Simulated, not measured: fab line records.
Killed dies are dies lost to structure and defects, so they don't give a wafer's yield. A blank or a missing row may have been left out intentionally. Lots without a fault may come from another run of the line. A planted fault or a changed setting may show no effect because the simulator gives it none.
Which tool is to blame?    flow gf180mcu    Sampling: 12 lots, 36 wafers, 4 of 602 route steps

WHAT THE GAUGES READ, wafer by wafer
GF_POLY_GATE_THK_MEAS_01. Usual: for POLY_GATE_CVD_00_THK the level is 200.5 nm and the standard deviation is 1.7.
lot   measured      on            POLY_GATE_CVD_00_THK (nm)  flag
L582  day 8 11:49   filmMetro-01  200.7 198.7 199.0          
L583  day 8 19:22   filmMetro-02  199.9 202.6 200.1          
L584  day 9 03:51   filmMetro-01  202.3 201.3 202.6          
L585  day 9 09:30   filmMetro-03  200.1 201.1 202.7          
L586  day 9 15:44   filmMetro-01  201.0 201.7 203.3          
L590  day 10 23:35  filmMetro-03  200.0 199.3 197.6          
L591  day 11 04:25  filmMetro-03  200.3 199.1 200.4          
L592  day 11 11:42  filmMetro-02  199.9 203.3 201.3          
L594  day 11 22:37  filmMetro-02  200.0 202.5 202.5          
L595  day 12 08:28  filmMetro-03  202.0 199.4 200.8          
L600  day 13 15:26  filmMetro-03  265.9 266.6 267.9          OFF
L605  day 15 06:19  filmMetro-01  199.1 197.4 197.7          

GF_M1_RS_MEAS_05: a four-point-probe measurement. Usual: for M1_ALCU_RS the level is 0.0695 ohm/sq and the standard deviation is 0.00067.
lot   measured      on            M1_ALCU_RS (ohm/sq)   flag
L582  day 16 07:29  filmMetro-02  0.0701 0.0713 0.0709  
L583  day 16 14:06  filmMetro-03  0.0692 0.0686 0.0694  
L584  day 17 00:19  filmMetro-02  0.0684 0.0689 0.0692  
L585  day 17 09:16  filmMetro-02  0.0696 0.0707 0.0697  
L586  day 17 15:53  filmMetro-02  0.0700 0.0699 0.0706  
L590  day 19 10:35  filmMetro-04  0.0682 0.0676 0.0693  
L591  day 19 17:54  filmMetro-03  0.0688 0.0698 0.0698  
L592  day 20 02:36  filmMetro-04  0.0701 0.0691 0.0698  
L594  day 20 14:14  filmMetro-02  0.0699 0.0710 0.0703  
L595  day 21 05:11  filmMetro-04  0.0706 0.0699 0.0697  
L600  day 22 15:31  filmMetro-02  0.0700 0.0686 0.0697  
L605  day 24 12:16  filmMetro-02  0.0689 0.0702 0.0689  

GF_M1_OVL_MEAS_15. Usual: for M1_OVL the level is 0 nm and the standard deviation is 5.1.
lot   measured      on          M1_OVL (nm)  flag
L582  day 17 05:58  overlay-02  5 -2 4       
L583  day 17 13:32  overlay-02  -3 5 3       
L584  day 17 23:53  overlay-01  0 1 1        
L585  day 18 07:55  overlay-02  2 9 -1       
L586  day 18 15:13  overlay-02  2 10 11      
L590  day 20 11:31  overlay-01  -3 -2 0      
L591  day 20 17:53  overlay-02  4 1 -3       
L592  day 21 03:11  overlay-01  0 -1 -2      
L594  day 21 14:14  overlay-02  5 3 0        
L595  day 22 05:04  overlay-01  5 5 1        
L600  day 23 14:36  overlay-02  6 -7 -3      
L605  day 25 09:39  overlay-02  2 2 3        

WHICH TOOL RAN EACH LOT (tool, then ch and the chambers of the sampled wafers, then the start)
lot   GF_POLY_GATE_CVD_00
L582  lpcvd-01 ch 0, day 8 10:29
L583  lpcvd-01 ch 0, day 8 18:02
L584  lpcvd-02 ch 1, day 9 02:31
L585  lpcvd-02 ch 1, day 9 08:10
L586  lpcvd-01 ch 0, day 9 14:23
L590  lpcvd-02 ch 0, day 10 22:15
L591  lpcvd-02 ch 1, day 11 03:05
L592  lpcvd-02 ch 0, day 11 10:22
L594  lpcvd-02 ch 0, day 11 21:16
L595  lpcvd-02 ch 0, day 12 07:07
L600  lpcvd-02 ch 1, day 13 14:05
L605  lpcvd-01 ch 0, day 15 04:19
- GF_POLY_GATE_CVD_00: deposits poly-Si, target thk 200 nm, time 1200 s.

WHAT THE TOOLS THEMSELVES READ (means of the sampled wafers that have a number; where no wafer has one, the mark that the record gives instead)
GF_POLY_GATE_CVD_00. Usual: spikeTcBottomC 639.2 C, standard deviation 1.6; spikeTcCentreC 620.9 C, standard deviation 1.3; spikeTcLowerC 619.8 C, standard deviation 1.4; spikeTcTopC 640.7 C, standard deviation 2.1; spikeTcUpperC 619.5 C, standard deviation 1.2; susceptorTempC 620.01 C, standard deviation 0.26; zonePowerUpperPct 8.3 %, standard deviation 0.84.
lot   tool      spikeTcBottomC (C)  spikeTcCentreC (C)  spikeTcLowerC (C)  spikeTcTopC (C)  spikeTcUpperC (C)  susceptorTempC (C)  zonePowerUpperPct (%)  flag
L582  lpcvd-01  637.6               620.8               619.1              638.6            619.2              620.04              9.5                    
L583  lpcvd-01  639.6               622.2               619.9              638.2            619.3              620.18              9.6                    
L584  lpcvd-02  637.9               619.9               621.3              639.7            619.4              619.94              7.3                    
L585  lpcvd-02  638.3               620.5               620.2              639.8            617.6              619.54              7.4                    
L586  lpcvd-01  637.9               621.3               619.9              638.2            620.3              619.96              9.5                    
L590  lpcvd-02  640.3               621.2               618.6              642.8            620.1              619.85              8.2                    
L591  lpcvd-02  637.8               619.8               620.9              640.1            618.6              619.76              7.4                    
L592  lpcvd-02  641.5               622.5               619.5              642.3            619.3              619.87              8.1                    
L594  lpcvd-02  640.7               621.2               619.8              642.9            619.3              620.06              8.2                    
L595  lpcvd-02  641.2               621.2               618.6              642.8            620.3              619.84              8.2                    
L600  lpcvd-02  651.1               630.8               632.8              652.0            633.2              632.80              7.7                    OFF
L605  lpcvd-01  639.0               621.9               620.9              638.2            618.9              619.86              9.5                    

THE ANSWER, worked out from the rows above alone
Rule: lot off if the mean of its wafers having a number is beyond 3 standard deviations from the usual mean. A lot without any number at a reading at which 4 lots or more have one is off too. Any other lot the step has rows for is counted as sound. After the gauges, taken in route order, come the tools' own readings; for these a lot's mean is taken, as printed above. The first step at which some lot is off is used, and at that step the reading that is off furthest; a lot without a number counts as furthest.
Off: L600, at GF_POLY_GATE_THK_MEAS_01 (POLY_GATE_CVD_00_THK).
If a tool, at a process step before that reading, ran all the lots that are off and no sound lot after the first of them, it fits. The gauges at GF_POLY_GATE_THK_MEAS_01 aren't tried: what is off there is off at GF_POLY_GATE_CVD_00 too, on other tools, and a gauge's error can't cause that. One candidate fits, namely lpcvd-02 at GF_POLY_GATE_CVD_00. A fault onset in the window from L595 (day 12 07:07, its last sound lot) to L600 (day 13 14:05, its first lot off) fits.
The tool's own readings at GF_POLY_GATE_CVD_00 bear it out: on the lots that are off they differ by more than 5 times the standard deviation of the sound lots' means. spikeTcBottomC reads 651.1 C there against 639.3 C on the sound lots; spikeTcCentreC reads 630.8 C there against 621.1 C on the sound lots; spikeTcLowerC reads 632.8 C there against 619.9 C on the sound lots; spikeTcTopC reads 652.0 C there against 640.3 C on the sound lots; spikeTcUpperC reads 633.2 C there against 619.3 C on the sound lots; susceptorTempC reads 632.80 C there against 619.90 C on the sound lots.

WHAT HAD BEEN PUT IN BY THE SIMULATOR
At GF_POLY_GATE_CVD_00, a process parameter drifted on lpcvd-02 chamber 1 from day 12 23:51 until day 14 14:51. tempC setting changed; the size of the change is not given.
Shown lots that were struck: L600. The same result came from the rule above.
